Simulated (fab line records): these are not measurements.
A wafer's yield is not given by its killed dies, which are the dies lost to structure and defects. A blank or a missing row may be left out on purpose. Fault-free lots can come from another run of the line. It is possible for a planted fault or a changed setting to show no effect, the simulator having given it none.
A struck lot beside a sound one    flow gf180mcu    15 out of 602 route steps
Sound: wafers L650.2, L650.4, L650.5. Struck: wafers L661.2, L661.3, L661.6. The cause is given at the end.
Per side, at each step with rows, come the tool, then ch with its chambers, and then its first start. Under that, the readings that differ: sound wafers    struck wafers    difference of the means    sigmas: that difference in standard deviations of wafers without a fault.
alike: words and numbers the same on both sides, and readings whose means are apart by under 2 such deviations; not compared: readings that were withheld, readings missing a value for some wafer, numbers with overlapping values and no deviation given by the record, and bounds like >300 which may hide the same value.
The two part at a step that has a row with sigmas, a row that says differs or no value, or rows on one side only. Non-overlapping numbers with no deviation appear without sigmas and do not part them. A reading missing from all wafers of one side parts the sides only when that side holds two or more wafers.

GF_CONTACT_CMP_27: polishes, stops on SiO2, t overpolish 15 s, target thk 0 nm.
  sound on cmp-02 ch 1,3, day 17 21:28; struck on cmp-01 ch 0,2, day 22 05:08
reading          sound              struck             difference  sigmas
slurryFlowMlMin  149.5 150.0 149.1  150.1 151.1 150.6  +1.1        +2
  alike: motorCurrentA, overpolishRunS, retainingRingPressureFrac, timeToEndpointS
GF_M1_SPUTTER_00: material Ti, target thk 37.5 nm, time 150 s.
  sound: pvdSputter-03 at day 17 21:43; struck: pvdSputter-02 at day 22 05:23
  alike: throttleValvePct
GF_M1_SPUTTER_01: material TiN, target thk 30 nm, time 25 s.
  sound: pvdSputter-03 at day 17 21:49; struck: pvdSputter-02 at day 22 05:29
  alike: throttleValvePct
then, 1 step without rows for these wafers: GF_M1_SPUTTER_02 (material AlCu, target thk 450 nm, time 23.9 s).
GF_M1_SPUTTER_03: material Ti, target thk 10 nm, time 6.7 s.
  sound: pvdSputter-03 at day 17 21:52; struck: pvdSputter-02 at day 22 05:32
  alike: throttleValvePct
GF_M1_SPUTTER_04: material TiN, target thk 50 nm, time 41.7 s.
  sound: pvdSputter-03 at day 17 21:53; struck: pvdSputter-02 at day 22 05:34
  alike: throttleValvePct
GF_M1_RS_MEAS_05: a four-point-probe measurement.
  sound: filmMetro-01 at day 17 21:57; struck: filmMetro-02 at day 22 05:39
reading              sound                 struck                difference  sigmas
M1_ALCU_RS (ohm/sq)  0.0701 0.0707 0.0701  0.0688 0.0689 0.0687  -0.0015     -2
GF_M1_THK_MEAS_06: measures by xrf.
  sound: filmMetro-01 at day 17 22:04; struck: filmMetro-02 at day 22 05:46
reading           sound        struck       difference  sigmas
M1_ALCU_THK (nm)  445 440 445  452 453 455  +10         +2
then, 4 steps without rows for these wafers: GF_M1_DEHYDRATE_07 (time 60 s); GF_M1_HMDS_08 (prime time 60 s); GF_M1_COAT_09 (resist thk 1000 nm); GF_M1_SOFTBAKE_10 (time 60 s).
GF_M1_EXPOSE_11: exposes mask Metal1, target cd 230 nm.
  sound on krfScanner-02 ch 0, day 18 10:02; struck on krfScanner-01 ch 0, day 22 17:37
reading            sound              struck             difference  sigmas
exposureDoseMJCm2  28.00 27.99 28.04  28.72 28.74 28.73  +0.72       +4
  alike: mask, focusOffsetNm
then, 2 steps without rows for these wafers: GF_M1_PEB_12 (peb time 90 s); GF_PASSIVATION_PROBE_99.

== WHERE THEY PART ==
Earliest at GF_CONTACT_CMP_27; latest, in this record, at GF_M1_EXPOSE_11.

WHY: what the simulator had put in
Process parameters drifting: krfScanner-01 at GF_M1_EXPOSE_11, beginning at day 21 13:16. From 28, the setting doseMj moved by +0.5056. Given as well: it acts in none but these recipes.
